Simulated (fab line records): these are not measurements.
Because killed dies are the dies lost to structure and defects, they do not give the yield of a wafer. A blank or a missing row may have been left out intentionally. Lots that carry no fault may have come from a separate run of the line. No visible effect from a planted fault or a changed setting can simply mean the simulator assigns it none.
Which tool was responsible? || flow gf180mcu || 11 lots with 33 wafers sampled at 6 steps, on a route of 602 steps

== WHAT THE GAUGES SHOWED, per wafer ==
GF_V4_OVL_MEAS_15.
{"lot": "L855", "measured": "day 25 07:26", "on": "overlay-02", "V4_OVL (nm)": "-5 -5 6"}
{"lot": "L857", "measured": "day 25 17:51", "on": "overlay-02", "V4_OVL (nm)": "-2 -11 -2"}
{"lot": "L858", "measured": "day 26 00:33", "on": "overlay-02", "V4_OVL (nm)": "-8 -4 3"}
{"lot": "L859", "measured": "day 26 04:43", "on": "overlay-02", "V4_OVL (nm)": "-5 -6 -10"}
{"lot": "L863", "measured": "day 27 15:17", "on": "overlay-02", "V4_OVL (nm)": "0 -11 -7"}
{"lot": "L862", "measured": "day 27 16:20", "on": "overlay-02", "V4_OVL (nm)": "-7 -4 -3"}
{"lot": "L864", "measured": "day 27 18:36", "on": "overlay-01", "V4_OVL (nm)": "-1 -6 2"}
{"lot": "L868", "measured": "day 29 01:41", "on": "overlay-02", "V4_OVL (nm)": "-1 2 -8"}
{"lot": "L869", "measured": "day 29 08:50", "on": "overlay-01", "V4_OVL (nm)": "-3 -2 -5"}
{"lot": "L870", "measured": "day 29 09:41", "on": "overlay-01", "V4_OVL (nm)": "2 6 1"}
{"lot": "L876", "measured": "day 31 02:34", "on": "overlay-01", "V4_OVL (nm)": "-5 -9 -4"}

GF_MIM_RS_MEAS_10: measures by four-point-probe.
{"lot": "L855", "measured": "day 25 09:15", "on": "filmMetro-01", "MIM_ALCU_RS (ohm/sq)": "0.1590 0.1601 0.1586"}
{"lot": "L857", "measured": "day 25 20:05", "on": "filmMetro-03", "MIM_ALCU_RS (ohm/sq)": "0.1597 0.1583 0.1597"}
{"lot": "L858", "measured": "day 26 02:23", "on": "filmMetro-01", "MIM_ALCU_RS (ohm/sq)": "0.1605 0.1614 0.1614"}
{"lot": "L859", "measured": "day 26 06:31", "on": "filmMetro-01", "MIM_ALCU_RS (ohm/sq)": "0.1591 0.1592 0.1588"}
{"lot": "L863", "measured": "day 27 17:05", "on": "filmMetro-01", "MIM_ALCU_RS (ohm/sq)": "0.1588 0.1604 0.1600"}
{"lot": "L862", "measured": "day 27 18:15", "on": "filmMetro-03", "MIM_ALCU_RS (ohm/sq)": "0.1563 0.1569 0.1610"}
{"lot": "L864", "measured": "day 27 20:27", "on": "filmMetro-01", "MIM_ALCU_RS (ohm/sq)": "0.1578 0.1558 0.1625"}
{"lot": "L868", "measured": "day 29 03:30", "on": "filmMetro-01", "MIM_ALCU_RS (ohm/sq)": "0.1612 0.1597 0.1601"}
{"lot": "L869", "measured": "day 29 10:47", "on": "filmMetro-01", "MIM_ALCU_RS (ohm/sq)": "0.1575 0.2988 0.1581"}
{"lot": "L870", "measured": "day 29 11:31", "on": "filmMetro-01", "MIM_ALCU_RS (ohm/sq)": "0.1626 0.1653 0.1595"}
{"lot": "L876", "measured": "day 31 04:23", "on": "filmMetro-03", "MIM_ALCU_RS (ohm/sq)": "0.1615 0.1592 0.1613"}

GF_MIM_THK_MEAS_11: measures by xrf.
{"lot": "L855", "measured": "day 25 09:22", "on": "filmMetro-01", "MIM_ALCU_THK (nm)": "204 202 206"}
{"lot": "L857", "measured": "day 25 20:11", "on": "filmMetro-03", "MIM_ALCU_THK (nm)": "203 205 204"}
{"lot": "L858", "measured": "day 26 02:31", "on": "filmMetro-01", "MIM_ALCU_THK (nm)": "202 202 202"}
{"lot": "L859", "measured": "day 26 06:38", "on": "filmMetro-01", "MIM_ALCU_THK (nm)": "206 204 206"}
{"lot": "L863", "measured": "day 27 17:13", "on": "filmMetro-01", "MIM_ALCU_THK (nm)": "206 203 205"}
{"lot": "L862", "measured": "day 27 18:22", "on": "filmMetro-03", "MIM_ALCU_THK (nm)": "209 208 202"}
{"lot": "L864", "measured": "day 27 20:32", "on": "filmMetro-01", "MIM_ALCU_THK (nm)": "206 210 201"}
{"lot": "L868", "measured": "day 29 03:37", "on": "filmMetro-01", "MIM_ALCU_THK (nm)": "203 202 204"}
{"lot": "L869", "measured": "day 29 10:53", "on": "filmMetro-01", "MIM_ALCU_THK (nm)": "207 113 206"}
{"lot": "L870", "measured": "day 29 11:38", "on": "filmMetro-01", "MIM_ALCU_THK (nm)": "201 196 205"}
{"lot": "L876", "measured": "day 31 04:30", "on": "filmMetro-03", "MIM_ALCU_THK (nm)": "202 204 200"}

== WHAT TOOL EACH LOT RAN ON (gives the tool, then ch and the chambers of the sampled wafers, and finally the start) ==
{"lot": "L855", "GF_V4_CVD_02": "pecvd-03 ch 1,2, day 24 08:57", "GF_V4_ETCH_17": "rieDiel-01 ch 1,2,3, day 25 09:12 or earlier", "GF_MIM_SPUTTER_08": "pvdSputter-01, day 25 09:12"}
{"lot": "L857", "GF_V4_CVD_02": "pecvd-02 ch 0,1,2, day 24 19:28", "GF_V4_ETCH_17": "rieDiel-01 ch 0,2, day 25 20:00 or earlier", "GF_MIM_SPUTTER_08": "pvdSputter-03, day 25 20:00"}
{"lot": "L858", "GF_V4_CVD_02": "pecvd-04 ch 0,2, day 25 01:37", "GF_V4_ETCH_17": "rieDiel-02 ch 0,3, day 26 02:20 or earlier", "GF_MIM_SPUTTER_08": "pvdSputter-03, day 26 02:20"}
{"lot": "L859", "GF_V4_CVD_02": "pecvd-03 ch 0,1,2, day 25 07:12", "GF_V4_ETCH_17": "rieDiel-04 ch 2,3, day 26 06:28 or earlier", "GF_MIM_SPUTTER_08": "pvdSputter-03, day 26 06:28"}
{"lot": "L863", "GF_V4_CVD_02": "pecvd-03 ch 1,2, day 26 18:37", "GF_V4_ETCH_17": "rieDiel-01 ch 2,3, day 27 17:02 or earlier", "GF_MIM_SPUTTER_08": "pvdSputter-03, day 27 17:02"}
{"lot": "L862", "GF_V4_CVD_02": "pecvd-04 ch 0,1,2, day 26 19:57", "GF_V4_ETCH_17": "rieDiel-02 ch 0,3, day 27 18:10 or earlier", "GF_MIM_SPUTTER_08": "pvdSputter-01, day 27 18:10"}
{"lot": "L864", "GF_V4_CVD_02": "pecvd-03 ch 1,2, day 26 21:59", "GF_V4_ETCH_17": "rieDiel-01 ch 1,2, day 27 20:20 or earlier", "GF_MIM_SPUTTER_08": "pvdSputter-01, day 27 20:20"}
{"lot": "L868", "GF_V4_CVD_02": "pecvd-03 ch 0,1,2, day 28 05:34", "GF_V4_ETCH_17": "rieDiel-01 ch 0,1, day 29 03:27 or earlier", "GF_MIM_SPUTTER_08": "pvdSputter-03, day 29 03:27"}
{"lot": "L869", "GF_V4_CVD_02": "pecvd-04 ch 0,1, day 28 13:34", "GF_V4_ETCH_17": "rieDiel-01 ch 1,3, day 29 10:42 or earlier", "GF_MIM_SPUTTER_08": "pvdSputter-01, day 29 10:42"}
{"lot": "L870", "GF_V4_CVD_02": "pecvd-02 ch 0,1, day 28 14:12", "GF_V4_ETCH_17": "rieDiel-04 ch 0,2,3, day 29 11:28 or earlier", "GF_MIM_SPUTTER_08": "pvdSputter-04, day 29 11:28"}
{"lot": "L876", "GF_V4_CVD_02": "pecvd-04 ch 0,1,2, day 30 08:00", "GF_V4_ETCH_17": "rieDiel-02 ch 0,2,3, day 31 04:19 or earlier", "GF_MIM_SPUTTER_08": "pvdSputter-03, day 31 04:19"}
- GF_V4_CVD_02: deposits SiO2 from TEOS, target thk 850 nm, time 94.851 s.
- GF_V4_ETCH_17: etches SiO2 in C4F8/O2/Ar, stops on TiN, target depth 630 nm.
- GF_MIM_SPUTTER_08: material AlCu, target thk 200 nm, time 10.6 s.

== AS READ BY THE TOOLS THEMSELVES (means over the sampled wafers that have a number; for cases with no such wafer, the mark the record gives instead) ==
GF_V4_CVD_02.
{"lot": "L855", "tool": "pecvd-03", "heaterPowerW (W)": 921}
{"lot": "L857", "tool": "pecvd-02", "heaterPowerW (W)": 641}
{"lot": "L858", "tool": "pecvd-04", "heaterPowerW (W)": 618}
{"lot": "L859", "tool": "pecvd-03", "heaterPowerW (W)": 725}
{"lot": "L863", "tool": "pecvd-03", "heaterPowerW (W)": 855}
{"lot": "L862", "tool": "pecvd-04", "heaterPowerW (W)": 633}
{"lot": "L864", "tool": "pecvd-03", "heaterPowerW (W)": 691}
{"lot": "L868", "tool": "pecvd-03", "heaterPowerW (W)": 734}
{"lot": "L869", "tool": "pecvd-04", "heaterPowerW (W)": 604}
{"lot": "L870", "tool": "pecvd-02", "heaterPowerW (W)": 509}
{"lot": "L876", "tool": "pecvd-04", "heaterPowerW (W)": 664}

GF_V4_ETCH_17.
{"lot": "L855", "tool": "rieDiel-01", "oesProductAu (a.u.)": 0.857}
{"lot": "L857", "tool": "rieDiel-01", "oesProductAu (a.u.)": 0.853}
{"lot": "L858", "tool": "rieDiel-02", "oesProductAu (a.u.)": 0.849}
{"lot": "L859", "tool": "rieDiel-04", "oesProductAu (a.u.)": 0.859}
{"lot": "L863", "tool": "rieDiel-01", "oesProductAu (a.u.)": 0.857}
{"lot": "L862", "tool": "rieDiel-02", "oesProductAu (a.u.)": 0.856}
{"lot": "L864", "tool": "rieDiel-01", "oesProductAu (a.u.)": 0.856}
{"lot": "L868", "tool": "rieDiel-01", "oesProductAu (a.u.)": 0.853}
{"lot": "L869", "tool": "rieDiel-01", "oesProductAu (a.u.)": 0.861}
{"lot": "L870", "tool": "rieDiel-04", "oesProductAu (a.u.)": 0.854}
{"lot": "L876", "tool": "rieDiel-02", "oesProductAu (a.u.)": 0.851}

GF_MIM_SPUTTER_08.
{"lot": "L855", "tool": "pvdSputter-01", "throttleValvePct (%)": 30.3}
{"lot": "L857", "tool": "pvdSputter-03", "throttleValvePct (%)": 30.3}
{"lot": "L858", "tool": "pvdSputter-03", "throttleValvePct (%)": 30.1}
{"lot": "L859", "tool": "pvdSputter-03", "throttleValvePct (%)": 30.1}
{"lot": "L863", "tool": "pvdSputter-03", "throttleValvePct (%)": 29.8}
{"lot": "L862", "tool": "pvdSputter-01", "throttleValvePct (%)": 30.1}
{"lot": "L864", "tool": "pvdSputter-01", "throttleValvePct (%)": 30.2}
{"lot": "L868", "tool": "pvdSputter-03", "throttleValvePct (%)": 30.2}
{"lot": "L869", "tool": "pvdSputter-01", "throttleValvePct (%)": 30.4}
{"lot": "L870", "tool": "pvdSputter-04", "throttleValvePct (%)": 29.8}
{"lot": "L876", "tool": "pvdSputter-03", "throttleValvePct (%)": 29.2}

== THE ANSWER, worked out from the rows above alone ==
Rule: the usual values come from the lots themselves. The widest of any qualifying gaps counts: lots, ordered by their means at a reading, are off when they make up no more than a third of the lots, leave a main group of 4 or more, and stand apart from it by 3 or more times the standard deviation of that group's means. Not used: any main group whose means are identical at the precision the tables above print for the reading. A lot without any number at a reading at which 4 lots or more have one is off too. The other lots that the step has rows for count as sound. After the gauges, taken in route order, come the tools' own readings; for these a lot's mean is taken, as printed above. The first step at which some lot is off is used, and at that step the reading that is off furthest; a lot without a number counts as furthest.
Off: L869, seen at GF_MIM_RS_MEAS_10 (MIM_ALCU_RS). Mean 0.1599 ohm/sq and standard deviation 0.0012 in the main group.
A tool fits if, at a process step before that reading, it ran every lot that is off, and no sound lot after the first of them. Those tools and the gauges at GF_MIM_RS_MEAS_10 are tried in the same way. With no start given for some of its lots, GF_V4_ETCH_17 uses the hours and lot order of GF_MIM_SPUTTER_08. Undecided on this evidence; 2 tools fit (rieDiel-01 at GF_V4_ETCH_17, pvdSputter-01 at GF_MIM_SPUTTER_08).

== WHAT THE SIMULATOR PUT IN ==
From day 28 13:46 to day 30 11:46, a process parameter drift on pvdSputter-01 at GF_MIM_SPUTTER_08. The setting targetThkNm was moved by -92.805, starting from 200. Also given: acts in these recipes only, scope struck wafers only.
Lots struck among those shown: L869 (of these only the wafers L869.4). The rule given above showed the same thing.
